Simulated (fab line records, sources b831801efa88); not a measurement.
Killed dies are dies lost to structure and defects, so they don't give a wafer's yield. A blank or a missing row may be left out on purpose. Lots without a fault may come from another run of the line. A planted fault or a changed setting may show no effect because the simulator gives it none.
Chamber matching | flow gf180mcu | GF_V1_CMP_04 on cmp-01: 4 sister chambers
The step polishes SiO2. 8 wafers are shown with their chamber, then 8 later ones without.

WAFERS WITH THEIR CHAMBER
wafer  | chamber | motor_current_A (A) | edge_zone_pressure_frac
L673.2 | 1       | 10.0                | 1.007
L674.2 | 2       | 10.3                | 0.993
L674.3 | 1       | 10.0                | 0.997
L674.4 | 0       | 11.9                | 0.995
L676.4 | 3       | 9.8                 | 1.009
L676.5 | 0       | 12.0                | 0.996
L676.6 | 3       | 10.2                | 1.012
L678.1 | 2       | 11.9                | 0.999

WAFERS WITHOUT THEIR CHAMBER
wafer  | motor_current_A (A) | edge_zone_pressure_frac
L678.3 | 9.8                 | 1.000
L678.6 | 12.0                | 1.001
L679.1 | 9.6                 | 1.000
L679.2 | 11.7                | 1.000
L679.5 | 9.5                 | 0.997
L680.1 | 12.7                | 1.003
L680.2 | 11.2                | 1.001
L680.6 | 10.7                | 0.998

WHICH CHAMBER EACH WENT THROUGH
wafer  | from the rows above               | in truth
L678.3 | can't be placed: 1 or 2 or 3      | 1
L678.6 | can't be placed: 0 or 2           | 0
L679.1 | can't be placed: 1 or 3 or 2      | 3
L679.2 | can't be placed: 0 or 2 or 1      | 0
L679.5 | can't be placed: 1 or 2 or 3      | 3
L680.1 | can't be placed: 0 or 2           | 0
L680.2 | can't be placed: 2 or 0 or 1 or 3 | 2
L680.6 | can't be placed: 2 or 1 or 0      | 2
Placed correctly: 0 of 8. Can't be placed from these rows: 8 (the true chamber is among the candidates in 8). Placed wrongly: 0.
How it was worked out, from the rows above alone: a wafer's distance from a chamber is the root of the sum, over the readings, of the square of ((its reading less the chamber's mean) divided by the reading's scatter). The wafer belongs to the nearest chamber; if the next one is less than 2 further off, it can't be placed. A chamber's mean is the mean of its shown wafers. The scatter: the root of (the sum of the squares of (reading less its chamber's mean) over the shown wafers, divided by (wafers less chambers)).
